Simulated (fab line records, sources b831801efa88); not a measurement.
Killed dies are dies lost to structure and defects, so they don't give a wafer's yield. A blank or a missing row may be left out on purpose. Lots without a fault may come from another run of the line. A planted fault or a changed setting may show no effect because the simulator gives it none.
Which tool did it? | flow gf180mcu | 12 lots, 36 wafers sampled, at 4 steps of a route of 602

WHAT THE GAUGES READ, wafer by wafer
GF_HV_LDD_OVL_MEAS_47.
lot  | measured     | on         | HV_LDD_03_OVL (nm)
L286 | day 12 10:52 | overlay-01 | -2.8 -2.4 -1.8
L287 | day 12 20:10 | overlay-01 | 0.5 -1.0 -0.4
L288 | day 13 02:30 | overlay-01 | 1.9 -1.8 -0.3
L289 | day 13 07:10 | overlay-01 | 2.5 1.5 -0.6
L294 | day 15 20:34 | overlay-02 | -1.2 -2.3 -2.8
L296 | day 16 04:40 | overlay-02 | -0.5 -1.8 -2.1
L300 | day 17 05:22 | overlay-02 | -2.0 -0.9 -0.9
L304 | day 18 22:04 | overlay-02 | -0.6 0.2 -1.6
L305 | day 19 09:37 | overlay-02 | -1.9 -1.7 0.5
L307 | day 19 20:37 | overlay-01 | 1.8 2.6 1.6
L306 | day 19 21:37 | overlay-02 | -2.3 -0.8 -0.9
L308 | day 20 19:22 | overlay-01 | 2.2 1.3 2.9

GF_CONTACT_THK_MEAS_03.
lot  | measured     | on            | CONTACT_CVD_02_THK (nm)
L286 | day 15 05:14 | film_metro-04 | 855 876 880
L287 | day 15 16:56 | film_metro-03 | 854 865 870
L288 | day 15 22:36 | film_metro-03 | 854 862 868
L289 | day 16 05:05 | film_metro-03 | 847 857 865
L294 | day 19 00:07 | film_metro-03 | 899 920 915
L296 | day 19 08:38 | film_metro-04 | 891 907 914
L300 | day 20 10:55 | film_metro-03 | 863 869 872
L304 | day 22 04:22 | film_metro-01 | 857 879 881
L305 | day 22 13:28 | film_metro-04 | 874 879 885
L307 | day 23 00:53 | film_metro-04 | 848 883 873
L306 | day 23 01:10 | film_metro-01 | 848 855 860
L308 | day 23 22:34 | film_metro-03 | 855 883 866

WHICH TOOL RAN EACH LOT (tool, then ch and the chambers of the sampled wafers, then the start)
lot  | GF_SAB_STRIP_13                      | GF_CONTACT_CVD_02
L286 | plasma_asher-02 ch 0,1, day 15 04:20 | pecvd-04 ch 1,2, day 15 05:10
L287 | plasma_asher-04 ch 0, day 15 16:03   | pecvd-01 ch 0,2, day 15 16:52
L288 | plasma_asher-04 ch 0,1, day 15 21:43 | pecvd-01 ch 0,1,2, day 15 22:32
L289 | plasma_asher-04 ch 0,1, day 16 04:11 | pecvd-01 ch 0,1, day 16 05:00
L294 | plasma_asher-01 ch 0,1, day 18 23:07 | pecvd-01 ch 0,1,2, day 19 00:02
L296 | plasma_asher-02 ch 0,1, day 19 07:44 | pecvd-01 ch 0,1, day 19 08:33
L300 | plasma_asher-04 ch 0,1, day 20 10:01 | pecvd-04 ch 1,2, day 20 10:50
L304 | plasma_asher-01 ch 0,1, day 22 03:28 | pecvd-03 ch 1,2, day 22 04:17
L305 | plasma_asher-01 ch 0,1, day 22 12:34 | pecvd-03 ch 1,2, day 22 13:23
L307 | plasma_asher-02 ch 0,1, day 22 23:59 | pecvd-03 ch 0,1,2, day 23 00:48
L306 | plasma_asher-01 ch 0, day 23 00:16   | pecvd-01 ch 0,1, day 23 01:05
L308 | plasma_asher-02 ch 0,1, day 23 21:40 | pecvd-03 ch 0,1,2, day 23 22:29
- GF_SAB_STRIP_13: strips in O2/N2.
- GF_CONTACT_CVD_02: deposits SiO2 from TEOS, target thk 860 nm, time 95.992 s.

WHAT THE TOOLS THEMSELVES READ (means of the sampled wafers that have a number; where no wafer has one, the mark that the record gives instead)
GF_SAB_STRIP_13.
lot  | tool            | drypump_motor_current_A (A) | heater_power_w (W) | oes_product_au (a.u.) | strip_time_to_endpoint_s (s)
L286 | plasma_asher-02 | 6.11                        | 330                | 0.710                 | 12.65
L287 | plasma_asher-04 | 5.55                        | 346                | 0.709                 | 12.65
L288 | plasma_asher-04 | 5.80                        | 319                | 0.713                 | 12.64
L289 | plasma_asher-04 | 6.02                        | 299                | 0.707                 | 12.60
L294 | plasma_asher-01 | 5.90                        | 335                | 0.706                 | 12.57
L296 | plasma_asher-02 | 6.04                        | 372                | 0.710                 | 12.64
L300 | plasma_asher-04 | 5.99                        | 301                | 0.706                 | 12.59
L304 | plasma_asher-01 | 5.82                        | 330                | 0.712                 | 12.53
L305 | plasma_asher-01 | 5.81                        | 327                | 0.708                 | 12.58
L307 | plasma_asher-02 | 6.04                        | 371                | 0.709                 | 12.61
L306 | plasma_asher-01 | 5.70                        | 310                | 0.714                 | 12.59
L308 | plasma_asher-02 | 6.12                        | 328                | 0.706                 | 12.61

GF_CONTACT_CVD_02.
lot  | tool     | heater_power_w (W) | susceptor_temp_C (C)
L286 | pecvd-04 | 592                | 400.11
L287 | pecvd-01 | 691                | 399.74
L288 | pecvd-01 | 615                | 399.74
L289 | pecvd-01 | 593                | 400.28
L294 | pecvd-01 | 655                | 399.80
L296 | pecvd-01 | 572                | 399.98
L300 | pecvd-04 | 599                | 400.08
L304 | pecvd-03 | 649                | 400.15
L305 | pecvd-03 | 621                | 399.85
L307 | pecvd-03 | 595                | 399.91
L306 | pecvd-01 | 571                | 400.00
L308 | pecvd-03 | 585                | 400.01

THE ANSWER, worked out from the rows above alone
Rule: what is usual is taken from the lots themselves. Put in order of their means at a reading, lots are off if they are a third of the lots or fewer, leave a main group of 4 or more, and stand apart from it by a gap of 3 or more times the standard deviation of the main group's means; of several such gaps the widest counts. A main group whose means are all the same, to the digits that the tables above print for the reading, isn't used. A lot without any number at a reading at which 4 lots or more have one is off too. The other lots that the step has rows for count as sound. The gauges are gone through in route order, then the tools' own readings, and for those a lot's mean is taken as printed above. The first step at which some lot is off is used, and at that step the reading that is off furthest; a lot without a number counts as furthest.
Off: L294, L296, at GF_CONTACT_THK_MEAS_03 (CONTACT_CVD_02_THK). The main group: mean 866 nm, standard deviation 7.1.
A tool fits if, at a process step before that reading, it ran every lot that is off, and no sound lot after the first of them. The gauges at GF_CONTACT_THK_MEAS_03 are tried like those tools. None of those tried fits.

WHAT THE SIMULATOR HAD PUT IN
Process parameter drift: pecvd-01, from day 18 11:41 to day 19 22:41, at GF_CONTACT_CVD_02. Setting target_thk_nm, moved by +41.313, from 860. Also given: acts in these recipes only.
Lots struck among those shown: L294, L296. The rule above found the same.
